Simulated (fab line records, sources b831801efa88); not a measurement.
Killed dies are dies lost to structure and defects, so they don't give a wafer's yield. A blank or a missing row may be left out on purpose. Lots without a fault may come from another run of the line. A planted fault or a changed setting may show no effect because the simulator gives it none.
fab line records | flow gf180mcu
record lots=24 wafers=72 last_day=34
route steps=602 shown M2@368 M3@412 M4@459 TOP_METAL@570
lots that met no fault: from a run of the same line without faults
start_h: hours from the record's first day to the start of the lot's first wafer shown | wait_h: hours since the lot's step before | " the same as in the row above | L1.1+2: a row that stands for several wafers | - no value, or no start given | * or withheld: withheld | < > ~ a bound
route shown NAME@n: a module of which the file shows steps, and the number in the route of the first | usual: mean/standard deviation of fault-free wafers | same: alike in all rows | chamber/n: place in a boat | sites: the reading at each site | _std_site: their standard deviation | _edge_site: outer sites' mean less inner sites' | radius_mm: how far each site lies from the wafer's centre | mask NAME#n: copy n | behind: the tool/chamber that last shaped the wafer | hold: why the lot was held/for how many hours/how that ended | device: the transistor (n, p or np) that didn't switch | end of line: the same wafers' tests at the end of the route | a step without rows: its recipe alone | killed: dies lost to structure and defects at the first sort, not the wafer's yield | map: a wafer's dies, x killed, . not, _ none there
set.NAME: the setting as run; set.NAME@STEP: as run at that earlier step | model.NAME: the simulator's own value behind a step, which no gauge read
steps of the route over a sample of lots; a table a step, a row a wafer
services: from which hour (start_h, from the record's first day; less than 0 if before it) a tool's chamber was out of use, for how many hours, and why
## steps
# step GF_M2_THK_MEAS_06
# recipe thk_meas_gauge=xrf reads=AlCu_of_M2_SPUTTER_02
# usual M2_ALCU_THK=458/7.2
# columns lot.wafer tool chamber start_h wait_h M2_ALCU_THK[nm]
L074.4 film_metro-02 - 402.96 0.1 463
L074.5 " - " " 460
L074.6 " - " " 468
L075.1 film_metro-02 - 437.03 0.1 459
L075.3 " - " " 456
L075.5 " - " " 458
L076.1 film_metro-04 - 444.44 0.1 454
L076.2 " - " " 456
L076.4 " - " " 454
L077.2 film_metro-01 - 448.02 0.1 460
L077.3 " - " " 449
L077.5 " - " " 457
L078.1 film_metro-02 - 454.55 0.1 451
L078.3 " - " " 456
L078.6 " - " " 464
L079.1 film_metro-04 - 462.45 0.1 450
L079.4 " - " " 456
L079.6 " - " " 457
L080.1 film_metro-02 - 469.41 0.1 453
L080.3 " - " " 442
L080.6 " - " " 445
L081.3 film_metro-02 - 482.24 0.1 451
L081.4 " - " " 455
L081.5 " - " " 453
L083.1 film_metro-04 - 500.91 0.1 447
L083.4 " - " " 449
L083.6 " - " " 444
L082.2 film_metro-01 - 502.85 0.1 458
L082.3 " - " " 456
L082.5 " - " " 451
L084.4 film_metro-02 - 505.22 0.1 457
L084.5 " - " " 467
L084.6 " - " " 448
L085.1 film_metro-01 - 515.64 0.1 452
L085.3 " - " " 464
L085.6 " - " " 466
L086.1 film_metro-02 - 518.96 0.1 459
L086.2 " - " " 448
L086.6 " - " " 444
L087.1 film_metro-01 - 536.83 0.1 462
L087.5 " - " " 460
L087.6 " - " " 466
L088.1 film_metro-04 - 542.41 0.1 449
L088.2 " - " " 444
L088.5 " - " " 442
L089.3 film_metro-02 - 549.71 0.1 460
L089.4 " - " " 453
L089.6 " - " " 455
L090.1 film_metro-04 - 552.49 0.1 452
L090.5 " - " " 464
L090.6 " - " " 456
L091.1 film_metro-02 - 566.94 0.1 456
L091.5 " - " " 456
L091.6 " - " " 469
L092.2 film_metro-04 - 581.32 0.1 451
L092.3 " - " " 456
L092.5 " - " " 449
L093.3 film_metro-01 - 586.70 0.1 470
L093.5 " - " " 472
L093.6 " - " " 467
L094.3 film_metro-01 - 591.45 0.1 464
L094.5 " - " " 463
L094.6 " - " " 457
L095.1 film_metro-02 - 596.40 0.1 462
L095.5 " - " " 469
L095.6 " - " " 457
L096.1 film_metro-02 - 599.42 0.1 453
L096.4 " - " " 462
L096.6 " - " " 466
L097.2 film_metro-01 - 603.57 0.1 466
L097.3 " - " " 476
L097.6 " - " " 467
# step GF_M2_METAL_ETCH_16
# recipe chemistry=Cl2/BCl3 mask_material=KrF target_depth_nm=627.5 stop_on=SiO2 pressure_mtorr=8 icp_w=800 bias_w=140 Cl2_flow_sccm=80 bcl3_flow_sccm=40 time_s=104.6
# usual chamber_pressure_mTorr=8.001/0.0072 drypump_motor_current_A=5.63/0.25 oes_product_au=0.974/0.0066 throttle_valve_pct=28.248/0.011
# same time_s=104.6
# columns lot.wafer tool chamber start_h wait_h chamber_pressure_mTorr drypump_motor_current_A oes_product_au rf_hours_counter_h throttle_valve_pct
L074.4 rie_metal-03 0 426.36 0.0 7.996 5.45 0.981 - 28.251
L074.5 " 0 " " 7.997 5.45 0.968 - 28.240
L074.6 " 1 " " 8.000 5.92 0.973 - 28.241
L075.1 rie_metal-03 1 461.07 0.0 8.001 5.91 0.978 9.4 28.254
L075.3 " 0 " " 7.998 5.44 0.968 - 28.246
L075.5 " 1 " " 7.992 5.90 0.979 - 28.260
L076.1 rie_metal-03 0 468.37 0.0 8.003 5.44 0.971 5.6 28.249
L076.2 " 0 " " 8.017 5.44 0.975 - 28.254
L076.4 " 0 " " 8.005 5.43 0.974 - 28.262
L077.2 rie_metal-02 0 472.50 0.0 8.001 5.41 0.978 6.0 28.245
L077.3 " 1 " " 8.002 5.92 0.962 - 28.268
L077.5 " 1 " " 7.993 5.94 0.975 - 28.247
L078.1 rie_metal-03 1 479.10 0.0 8.005 5.95 0.965 9.7 28.249
L078.3 " 1 " " 8.001 5.91 0.972 - 28.265
L078.6 " 0 " " 8.012 5.46 0.981 - 28.249
L079.1 rie_metal-03 0 486.77 0.0 7.991 5.48 0.970 6.1 28.255
L079.4 " 1 " " 7.987 5.93 0.971 - 28.255
L079.6 " 0 " " 7.991 5.48 0.972 - 28.240
L080.1 rie_metal-04 1 493.63 0.0 8.009 5.31 0.967 2.1 28.261
L080.3 " 0 " " 8.008 5.87 0.968 - 28.259
L080.6 " 0 " " 7.986 5.84 0.964 - 28.271
L081.3 rie_metal-03 0 505.95 0.1 8.010 5.43 0.975 - 28.246
L081.4 " 0 " " 8.014 5.43 0.980 - 28.244
L081.5 " 0 " " 8.006 5.44 0.971 - 28.236
L083.1 rie_metal-03 0 524.27 0.0 8.003 5.44 0.967 7.2 28.245
L083.4 " 0 " " 8.008 5.45 0.967 - 28.260
L083.6 " 1 " " 7.989 5.94 0.979 - 28.258
L082.2 rie_metal-04 1 526.32 0.0 8.015 5.29 0.967 2.8 28.232
L082.3 " 1 " " 8.001 5.31 0.974 - 28.264
L082.5 " 1 " " 8.000 5.31 0.972 - 28.247
L084.4 rie_metal-03 0 527.95 0.0 8.006 5.47 0.972 - 28.236
L084.5 " 1 " " 7.999 5.93 0.978 - 28.247
L084.6 " 0 " " 7.994 5.48 0.969 - 28.257
L085.1 rie_metal-02 0 538.83 0.0 7.987 5.42 0.974 7.2 28.277
L085.3 " 0 " " 7.991 5.44 0.971 - 28.246
L085.6 " 1 " " 7.987 5.93 0.980 - 28.251
L086.1 rie_metal-03 0 541.48 0.0 8.001 5.45 0.972 7.7 28.235
L086.2 " 1 " " 8.007 5.92 0.968 0.8 28.261
L086.6 " 1 " " 8.004 5.89 0.966 - 28.243
L087.1 rie_metal-04 1 558.84 0.0 8.007 5.30 0.968 3.9 28.236
L087.5 " 0 " " 8.002 5.87 0.972 - 28.231
L087.6 " 1 " " 8.001 5.30 0.975 - 28.252
L088.1 rie_metal-02 0 563.69 0.0 8.000 5.45 0.966 7.9 28.253
L088.2 " 1 " " 8.011 5.93 0.957 9.7 28.248
L088.5 " 1 " " 8.004 5.94 0.964 - 28.275
L089.3 rie_metal-04 1 571.91 0.1 7.993 5.31 0.971 - 28.247
L089.4 " 0 " " 8.006 5.86 0.975 - 28.246
L089.6 " 1 " " 8.011 5.32 0.983 - 28.246
L090.1 rie_metal-03 0 574.29 0.0 7.994 5.43 0.966 8.6 28.251
L090.5 " 0 " " 8.007 5.43 0.981 - 28.247
L090.6 " 1 " " 8.002 5.88 0.968 - 28.246
L091.1 rie_metal-03 0 587.93 0.0 8.009 5.44 0.986 9.0 28.250
L091.5 " 0 " " 7.996 5.46 0.981 - 28.215
L091.6 " 1 " " 8.000 5.90 0.989 - 28.241
L092.2 rie_metal-02 1 602.87 0.0 7.999 5.91 0.966 10.7 28.267
L092.3 " 0 " " 7.999 5.44 0.963 - 28.242
L092.5 " 0 " " 7.997 5.42 0.967 - 28.257
L093.3 rie_metal-04 1 607.30 0.1 8.003 5.30 0.983 - 28.243
L093.5 " 0 " " 7.986 5.85 0.979 - 28.238
L093.6 " 1 " " 7.997 5.30 0.980 - 28.245
L094.3 rie_metal-03 0 612.04 0.1 8.007 5.46 0.982 - 28.238
L094.5 " 0 " " 7.997 5.45 0.975 - 28.250
L094.6 " 1 " " 7.994 5.91 0.977 - 28.260
L095.1 rie_metal-04 0 616.92 0.0 7.995 5.86 0.986 9.1 28.242
L095.5 " 0 " " 8.002 5.88 0.986 - 28.227
L095.6 " 1 " " 8.002 5.32 0.977 - 28.246
L096.1 rie_metal-04 1 619.86 0.0 7.997 5.31 0.970 5.9 28.236
L096.4 " 1 " " 7.997 5.31 0.973 - 28.246
L096.6 " 1 " " 7.984 5.31 0.973 - 28.256
L097.2 rie_metal-04 1 624.09 0.0 8.000 5.29 0.984 6.2 28.231
L097.3 " 1 " " 7.980 5.30 0.983 - 28.243
L097.6 " 0 " " 7.998 5.86 0.984 - 28.234
# step GF_M3_SPUTTER_03
# recipe material=Ti target_thk_nm=10 substrate_temp_c=300 chamber_pressure_pa=0.3 power_w=3000 time_s=6.7
# usual throttle_valve_pct=30.1/0.67
# same time_s=6.7
# columns lot.wafer tool chamber start_h wait_h throttle_valve_pct
L074.4 pvd_sputter-03 - 453.68 0.0 29.7
L074.5 " - " " 28.6
L074.6 " - " " 30.1
L075.1 pvd_sputter-03 - 488.41 0.0 28.3
L075.3 " - " " 30.5
L075.5 " - " " 29.6
L076.1 pvd_sputter-03 - 495.72 0.0 30.2
L076.2 " - " " 29.5
L076.4 " - " " 30.5
L077.2 pvd_sputter-04 - 499.70 0.0 29.5
L077.3 " - " " 31.5
L077.5 " - " " 29.4
L078.1 pvd_sputter-01 - 506.50 0.0 30.2
L078.3 " - " " 30.6
L078.6 " - " " 30.4
L079.1 pvd_sputter-04 - 513.53 0.0 29.9
L079.4 " - " " 30.0
L079.6 " - " " 30.0
L080.1 pvd_sputter-01 - 519.77 0.0 30.2
L080.3 " - " " 30.1
L080.6 " - " " 30.1
L081.3 pvd_sputter-03 - 532.06 0.0 30.5
L081.4 " - " " 29.7
L081.5 " - " " 28.2
L083.1 pvd_sputter-01 - 550.23 0.0 30.4
L083.4 " - " " 30.5
L083.6 " - " " 30.1
L082.2 pvd_sputter-03 - 552.35 0.0 30.7
L082.3 " - " " 30.0
L082.5 " - " " 30.1
L084.4 pvd_sputter-03 - 554.22 0.0 28.3
L084.5 " - " " 28.5
L084.6 " - " " 29.8
L085.1 pvd_sputter-01 - 563.90 0.0 30.1
L085.3 " - " " 30.3
L085.6 " - " " 30.1
L086.1 pvd_sputter-04 - 565.77 0.0 29.7
L086.2 " - " " 30.5
L086.6 " - " " 29.8
L087.1 pvd_sputter-01 - 583.02 0.0 30.3
L087.5 " - " " 30.4
L087.6 " - " " 30.4
L088.1 pvd_sputter-01 - 587.88 0.0 30.0
L088.2 " - " " 30.3
L088.5 " - " " 30.3
L089.3 pvd_sputter-01 - 597.50 0.0 30.4
L089.4 " - " " 30.7
L089.6 " - " " 30.5
L090.1 pvd_sputter-04 - 598.34 0.0 29.7
L090.5 " - " " 31.1
L090.6 " - " " 29.8
L091.1 pvd_sputter-04 - 612.09 0.0 29.6
L091.5 " - " " 30.2
L091.6 " - " " 31.5
L092.2 pvd_sputter-01 - 626.59 0.0 30.0
L092.3 " - " " 30.5
L092.5 " - " " 30.9
L093.3 pvd_sputter-04 - 630.35 0.0 29.9
L093.5 " - " " 29.8
L093.6 " - " " 31.1
L094.3 pvd_sputter-01 - 635.33 0.0 30.4
L094.5 " - " " 30.2
L094.6 " - " " 29.9
L095.1 pvd_sputter-01 - 640.70 0.0 30.3
L095.5 " - " " 30.2
L095.6 " - " " 30.1
L096.1 pvd_sputter-03 - 642.10 0.0 30.4
L096.4 " - " " 29.7
L096.6 " - " " 28.5
L097.2 pvd_sputter-01 - 646.64 0.0 30.5
L097.3 " - " " 30.4
L097.6 " - " " 30.3
# step GF_M3_RS_MEAS_05
# recipe thk_meas_gauge=four-point-probe reads=TiN_of_M3_SPUTTER_04+Ti_of_M3_SPUTTER_03+AlCu_of_M3_SPUTTER_02+TiN_of_M3_SPUTTER_01+Ti_of_M3_SPUTTER_00
# usual M3_ALCU_RS=0.0692/0.00087
# columns lot.wafer tool chamber start_h wait_h M3_ALCU_RS[ohm/sq]
L074.4 film_metro-03 - 453.80 0.1 0.0686
L074.5 " - " " 0.0700
L074.6 " - " " 0.0689
L075.1 film_metro-01 - 488.47 0.0 0.0708
L075.3 " - " " 0.0691
L075.5 " - " " 0.0700
L076.1 film_metro-04 - 495.78 0.0 0.0698
L076.2 " - " " 0.0696
L076.4 " - " " 0.0696
L077.2 film_metro-01 - 499.78 0.0 0.0691
L077.3 " - " " 0.0691
L077.5 " - " " 0.0691
L078.1 film_metro-04 - 506.56 0.0 0.0681
L078.3 " - " " 0.0680
L078.6 " - " " 0.0699
L079.1 film_metro-04 - 513.59 0.0 0.0694
L079.4 " - " " 0.0691
L079.6 " - " " 0.0687
L080.1 film_metro-01 - 519.83 0.0 0.0678
L080.3 " - " " 0.0689
L080.6 " - " " 0.0685
L081.3 film_metro-03 - 532.16 0.1 0.0684
L081.4 " - " " 0.0679
L081.5 " - " " 0.0691
L083.1 film_metro-04 - 550.29 0.0 0.0684
L083.4 " - " " 0.0696
L083.6 " - " " 0.0695
L082.2 film_metro-01 - 552.43 0.0 0.0700
L082.3 " - " " 0.0693
L082.5 " - " " 0.0700
L084.4 film_metro-04 - 554.35 0.1 0.0703
L084.5 " - " " 0.0694
L084.6 " - " " 0.0690
L085.1 film_metro-03 - 563.96 0.0 0.0686
L085.3 " - " " 0.0680
L085.6 " - " " 0.0667
L086.1 film_metro-03 - 565.83 0.0 0.0692
L086.2 " - " " 0.0685
L086.6 " - " " 0.0688
L087.1 film_metro-04 - 583.08 0.0 0.0691
L087.5 " - " " 0.0698
L087.6 " - " " 0.0705
L088.1 film_metro-01 - 587.94 0.0 0.0688
L088.2 " - " " 0.0691
L088.5 " - " " 0.0680
L089.3 film_metro-01 - 597.60 0.1 0.0684
L089.4 " - " " 0.0695
L089.6 " - " " 0.0700
L090.1 film_metro-04 - 598.40 0.0 0.0699
L090.5 " - " " 0.0701
L090.6 " - " " 0.0695
L091.1 film_metro-01 - 612.15 0.0 0.0706
L091.5 " - " " 0.0697
L091.6 " - " " 0.0702
L092.2 film_metro-03 - 626.68 0.0 0.0692
L092.3 " - " " 0.0679
L092.5 " - " " 0.0693
L093.3 film_metro-01 - 630.45 0.1 0.0707
L093.5 " - " " 0.0706
L093.6 " - " " 0.0695
L094.3 film_metro-01 - 635.43 0.1 0.0686
L094.5 " - " " 0.0684
L094.6 " - " " 0.0702
L095.1 film_metro-04 - 640.76 0.0 0.0696
L095.5 " - " " 0.0689
L095.6 " - " " 0.0699
L096.1 film_metro-04 - 642.16 0.0 0.0689
L096.4 " - " " 0.0695
L096.6 " - " " 0.0707
L097.2 film_metro-01 - 646.72 0.0 0.0686
L097.3 " - " " 0.0699
L097.6 " - " " 0.0697
# step GF_M4_SPUTTER_03
# recipe material=Ti target_thk_nm=10 substrate_temp_c=300 chamber_pressure_pa=0.3 power_w=3000 time_s=6.7
# usual throttle_valve_pct=30.1/0.91
# same time_s=6.7
# columns lot.wafer tool chamber start_h wait_h throttle_valve_pct
L074.4 pvd_sputter-02 - 505.73 0.0 30.5
L074.5 " - " " 31.9
L074.6 " - " " 30.4
L075.1 pvd_sputter-03 - 537.77 0.0 30.0
L075.3 " - " " 30.5
L075.5 " - " " 29.7
L076.1 pvd_sputter-03 - 545.07 0.0 30.5
L076.2 " - " " 30.0
L076.4 " - " " 28.4
L077.2 pvd_sputter-02 - 548.52 0.0 30.2
L077.3 " - " " 30.5
L077.5 " - " " 31.4
L078.1 pvd_sputter-02 - 554.99 0.0 30.3
L078.3 " - " " 28.7
L078.6 " - " " 30.2
L079.1 pvd_sputter-03 - 560.52 0.0 29.8
L079.4 " - " " 30.7
L079.6 " - " " 30.5
L080.1 pvd_sputter-03 - 567.83 0.0 30.8
L080.3 " - " " 29.7
L080.6 " - " " 30.0
L081.3 pvd_sputter-03 - 579.74 0.0 28.6
L081.4 " - " " 30.1
L081.5 " - " " 29.8
L083.1 pvd_sputter-03 - 597.20 0.0 29.8
L083.4 " - " " 28.6
L083.6 " - " " 29.8
L082.2 pvd_sputter-02 - 598.64 0.0 30.4
L082.3 " - " " 31.5
L082.5 " - " " 28.3
L084.4 pvd_sputter-02 - 600.55 0.0 28.2
L084.5 " - " " 30.5
L084.6 " - " " 28.3
L085.1 pvd_sputter-02 - 609.75 0.0 28.7
L085.3 " - " " 30.3
L085.6 " - " " 28.6
L086.1 pvd_sputter-03 - 611.52 0.0 28.1
L086.2 " - " " 30.5
L086.6 " - " " 28.4
L087.1 pvd_sputter-02 - 627.26 0.0 30.4
L087.5 " - " " 28.5
L087.6 " - " " 30.3
L088.1 pvd_sputter-03 - 632.99 0.0 29.8
L088.2 " - " " 30.1
L088.5 " - " " 30.2
L089.3 pvd_sputter-01 - 641.67 0.0 30.3
L089.4 " - " " 30.3
L089.6 " - " " 30.3
L090.1 pvd_sputter-02 - 641.80 0.0 28.4
L090.5 " - " " 31.6
L090.6 " - " " 30.4
L091.1 pvd_sputter-01 - 655.34 0.0 30.5
L091.5 " - " " 30.6
L091.6 " - " " 30.4
L092.2 pvd_sputter-02 - 668.73 0.0 30.4
L092.3 " - " " 28.6
L092.5 " - " " 30.5
L093.3 pvd_sputter-01 - 672.31 0.0 30.3
L093.5 " - " " 30.4
L093.6 " - " " 30.2
L094.3 pvd_sputter-02 - 677.26 0.0 30.6
L094.5 " - " " 31.5
L094.6 " - " " 30.1
L095.1 pvd_sputter-01 - 682.03 0.0 30.0
L095.5 " - " " 30.5
L095.6 " - " " 30.3
L096.1 pvd_sputter-01 - 684.24 0.0 30.4
L096.4 " - " " 30.2
L096.6 " - " " 30.1
L097.2 pvd_sputter-02 - 688.12 0.0 31.6
L097.3 " - " " 30.1
L097.6 " - " " 30.4
# step GF_TOP_METAL_SPUTTER_03
# recipe material=Ti target_thk_nm=5 substrate_temp_c=300 chamber_pressure_pa=0.3 power_w=3000 time_s=3.3
# usual throttle_valve_pct=30.1/0.77
# same time_s=3.3
# columns lot.wafer tool chamber start_h wait_h throttle_valve_pct
L074.4 pvd_sputter-01 - 622.40 0.0 30.1
L074.5 " - " " 30.2
L074.6 " - " " 30.1
L075.1 pvd_sputter-01 - 650.80 0.0 30.1
L075.3 " - " " 30.3
L075.5 " - " " 30.3
L076.1 pvd_sputter-02 - 656.61 0.0 30.2
L076.2 " - " " 30.6
L076.4 " - " " 28.4
L077.2 pvd_sputter-02 - 659.83 0.0 28.5
L077.3 " - " " 30.4
L077.5 " - " " 30.6
L078.1 pvd_sputter-01 - 666.30 0.0 30.6
L078.3 " - " " 30.3
L078.6 " - " " 29.9
L079.1 pvd_sputter-02 - 670.17 0.0 31.3
L079.4 " - " " 30.4
L079.6 " - " " 31.9
L080.1 pvd_sputter-01 - 676.37 0.0 30.4
L080.3 " - " " 30.1
L080.6 " - " " 30.4
L081.3 pvd_sputter-01 - 688.05 0.0 30.3
L081.4 " - " " 30.4
L081.5 " - " " 30.0
L083.1 pvd_sputter-01 - 700.44 0.0 30.6
L083.4 " - " " 30.2
L083.6 " - " " 30.0
L082.2 pvd_sputter-03 - 704.13 0.0 29.8
L082.3 " - " " 30.2
L082.5 " - " " 30.2
L084.4 pvd_sputter-02 - 705.64 0.0 30.3
L084.5 " - " " 31.6
L084.6 " - " " 30.5
L085.1 pvd_sputter-03 - 714.30 0.0 29.8
L085.3 " - " " 28.4
L085.6 " - " " 30.1
L086.1 pvd_sputter-02 - 714.53 0.0 30.2
L086.2 " - " " 31.4
L086.6 " - " " 30.4
L087.1 pvd_sputter-03 - 728.74 0.0 30.0
L087.5 " - " " 28.3
L087.6 " - " " 29.9
L088.1 pvd_sputter-01 - 733.38 0.0 30.3
L088.2 " - " " 30.5
L088.5 " - " " 30.4
L089.3 pvd_sputter-01 - 741.35 0.0 30.2
L089.4 " - " " 30.4
L089.6 " - " " 30.4
L090.1 pvd_sputter-03 - 742.34 0.0 28.5
L090.5 " - " " 30.1
L090.6 " - " " 28.4
L091.1 pvd_sputter-03 - 753.67 0.0 28.6
L091.5 " - " " 28.3
L091.6 " - " " 30.8
L092.2 pvd_sputter-01 - 765.47 0.0 30.0
L092.3 " - " " 30.1
L092.5 " - " " 30.4
L093.3 pvd_sputter-01 - 766.69 0.0 30.5
L093.5 " - " " 30.5
L093.6 " - " " 30.2
L094.3 pvd_sputter-03 - 770.51 0.0 30.5
L094.5 " - " " 30.1
L094.6 " - " " 28.4
L095.1 pvd_sputter-03 - 777.34 0.0 29.8
L095.5 " - " " 29.9
L095.6 " - " " 30.5
L096.1 pvd_sputter-03 - 778.06 0.0 30.8
L096.4 " - " " 28.3
L096.6 " - " " 30.6
L097.2 pvd_sputter-02 - 780.91 0.0 30.5
L097.3 " - " " 28.5
L097.6 " - " " 30.1
## services
# columns tool chamber start_h hours kind
pvd_sputter-01 - 438.45 2.2 repair
pvd_sputter-03 - 454.40 2.2 repair
rie_metal-03 1 467.48 1.1 repair
pvd_sputter-01 0 482.63 - consumable_replace:kit
pvd_sputter-01 0 482.63 18.0 scheduled_down
pvd_sputter-01 0 482.63 18.0 vent_cycle
pvd_sputter-03 - 504.84 7.1 repair
rie_metal-02 - 517.46 14.6 pm
pvd_sputter-03 - 533.03 2.6 repair
pvd_sputter-02 - 562.42 2.7 repair
rie_metal-02 - 617.91 28.1 pm
pvd_sputter-01 3 650.84 - consumable_replace:kit
pvd_sputter-01 3 650.84 18.0 scheduled_down
pvd_sputter-01 3 650.84 18.0 vent_cycle
pvd_sputter-03 - 659.12 1.7 repair
pvd_sputter-01 - 691.69 2.4 repair
rie_metal-04 - 712.01 0.7 repair
pvd_sputter-02 - 720.99 2.2 repair
pvd_sputter-01 2 730.47 - consumable_replace:kit
pvd_sputter-01 2 730.47 18.0 scheduled_down
pvd_sputter-02 - 734.46 3.9 repair
pvd_sputter-04 - 747.38 5.5 repair
rie_metal-04 1 773.55 1.7 repair
pvd_sputter-01 - 775.54 6.9 repair
## key
fault none
